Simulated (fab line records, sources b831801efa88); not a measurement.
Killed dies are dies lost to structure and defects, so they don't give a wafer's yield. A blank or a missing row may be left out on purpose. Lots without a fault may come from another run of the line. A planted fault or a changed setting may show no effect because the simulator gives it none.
Which tool did it? | flow sky130 | 13 lots, 39 wafers sampled, at 3 steps of a route of 708

WHAT THE GAUGES READ, wafer by wafer
SKY_FIELD_ISO_THK_MEAS_23.
lot  | measured    | on            | FIELD_ISO_OXIDATION_01_THK (nm)
L297 | day 2 13:10 | film_metro-03 | 9.54 9.51 9.71
L298 | day 2 20:07 | film_metro-03 | 9.78 9.78 9.89
L300 | day 3 04:26 | film_metro-03 | 10.35 10.33 10.02
L301 | day 3 11:46 | film_metro-03 | 10.12 10.08 10.02
L302 | day 3 15:15 | film_metro-03 | 9.70 9.85 9.75
L303 | day 3 19:49 | film_metro-01 | 10.31 10.47 10.38
L305 | day 4 05:07 | film_metro-01 | 9.97 9.98 10.18
L310 | day 5 07:31 | film_metro-04 | 10.04 10.01 9.88
L314 | day 6 06:46 | film_metro-04 | 9.99 9.89 9.90
L315 | day 6 12:51 | film_metro-03 | 9.99 9.99 10.17
L317 | day 6 19:16 | film_metro-03 | 9.91 10.03 9.85
L318 | day 7 02:07 | film_metro-04 | 10.11 9.89 10.03
L319 | day 7 08:49 | film_metro-03 | 10.19 10.14 10.30

SKY_NWELL_OVL_MEAS_23.
lot  | measured     | on         | NWELL_01_OVL (nm)
L297 | day 5 17:40  | overlay-01 | -1.3 -2.9 -2.0
L298 | day 5 23:11  | overlay-01 | 0.9 2.3 1.2
L300 | day 6 07:53  | overlay-02 | 2.2 2.0 1.7
L301 | day 6 15:40  | overlay-02 | 1.8 2.7 4.3
L302 | day 6 22:50  | overlay-02 | 1.6 2.7 2.5
L303 | day 7 00:49  | overlay-02 | 2.3 -0.7 1.1
L305 | day 7 12:04  | overlay-02 | 0.0 -0.6 0.8
L310 | day 8 17:50  | overlay-02 | 2.3 1.8 2.2
L314 | day 10 00:10 | overlay-02 | 2.7 1.3 1.7
L315 | day 10 10:35 | overlay-02 | 1.4 1.4 0.9
L317 | day 10 14:59 | overlay-01 | 0.5 0.7 0.7
L318 | day 10 19:29 | overlay-01 | 0.2 -0.8 0.2
L319 | day 11 06:25 | overlay-01 | -1.8 -1.7 -0.7

WHICH TOOL RAN EACH LOT (tool, then ch and the chambers of the sampled wafers, then the start)
lot  | SKY_FIELD_ISO_CMP_27
L297 | cmp-01 ch 1,3, day 2 16:10
L298 | cmp-02 ch 0,1,3, day 2 21:56
L300 | cmp-01 ch 0,2,3, day 3 06:25
L301 | cmp-02 ch 1,2,3, day 3 13:27
L302 | cmp-01 ch 1,2, day 3 20:31
L303 | cmp-01 ch 0,1,2, day 3 21:55
L305 | cmp-01 ch 1,3, day 4 07:40
L310 | cmp-01 ch 0,2,3, day 5 09:16
L314 | cmp-02 ch 0,1,2, day 6 11:39
L315 | cmp-02 ch 1,2, day 6 18:06
L317 | cmp-01 ch 0,1,3, day 6 23:40
L318 | cmp-01 ch 0,1, day 7 05:19
L319 | cmp-01 ch 0,2,3, day 7 11:57
- SKY_FIELD_ISO_CMP_27: polishes, stops on Si3N4, t overpolish 16 s, target thk 457.8 nm.

WHAT THE TOOLS THEMSELVES READ (means of the sampled wafers that have a number; where no wafer has one, the mark that the record gives instead)
SKY_FIELD_ISO_CMP_27.
lot  | tool   | motor_current_A (A) | overpolish_run_s (s) | platen_rpm (rpm) | time_to_endpoint_s (s)
L297 | cmp-01 | 12.5                | 16.006               | 60.01            | 115
L298 | cmp-02 | 11.9                | 16.005               | 60.03            | 113
L300 | cmp-01 | 11.2                | 16.004               | 60.02            | 115
L301 | cmp-02 | 12.1                | 16.003               | 59.97            | 119
L302 | cmp-01 | 12.0                | 16.005               | 59.99            | 115
L303 | cmp-01 | 12.1                | 15.989               | 60.02            | 114
L305 | cmp-01 | 12.7                | 16.007               | 59.96            | 117
L310 | cmp-01 | 10.8                | 15.997               | 60.01            | 118
L314 | cmp-02 | 11.3                | 16.002               | 59.97            | 156
L315 | cmp-02 | 11.7                | 15.998               | 59.97            | 199
L317 | cmp-01 | 11.8                | 15.990               | 59.98            | 114
L318 | cmp-01 | 12.9                | 16.007               | 60.00            | 115
L319 | cmp-01 | 11.1                | 15.993               | 60.01            | 113

THE ANSWER, worked out from the rows above alone
Rule: what is usual is taken from the lots themselves. Put in order of their means at a reading, lots are off if they are a third of the lots or fewer, leave a main group of 4 or more, and stand apart from it by a gap of 3 or more times the standard deviation of the main group's means; of several such gaps the widest counts. A main group whose means are all the same, to the digits that the tables above print for the reading, isn't used. A lot without any number at a reading at which 4 lots or more have one is off too. The other lots that the step has rows for count as sound. The gauges are gone through in route order, then the tools' own readings, and for those a lot's mean is taken as printed above. The first step at which some lot is off is used, and at that step the reading that is off furthest; a lot without a number counts as furthest.
Off: L314, L315, at SKY_FIELD_ISO_CMP_27 (time_to_endpoint_s). The main group: mean 115 s, standard deviation 1.9.
A tool fits if, at that step or a process step before it, it ran every lot that is off, and no sound lot after the first of them. One fits: cmp-02 at SKY_FIELD_ISO_CMP_27. Its last sound lot is L301 (day 3 13:27), its first lot that is off L314 (day 6 11:39): a fault that began between those two fits.
The tool's own readings at SKY_FIELD_ISO_CMP_27 bear it out: on the lots that are off they differ by more than 5 times the standard deviation of the sound lots' means. time_to_endpoint_s reads 178 s there against 115 s on the sound lots.

WHAT THE SIMULATOR HAD PUT IN
Process parameter drift: cmp-02, from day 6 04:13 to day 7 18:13, at SKY_FIELD_ISO_CMP_27. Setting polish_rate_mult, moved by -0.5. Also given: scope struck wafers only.
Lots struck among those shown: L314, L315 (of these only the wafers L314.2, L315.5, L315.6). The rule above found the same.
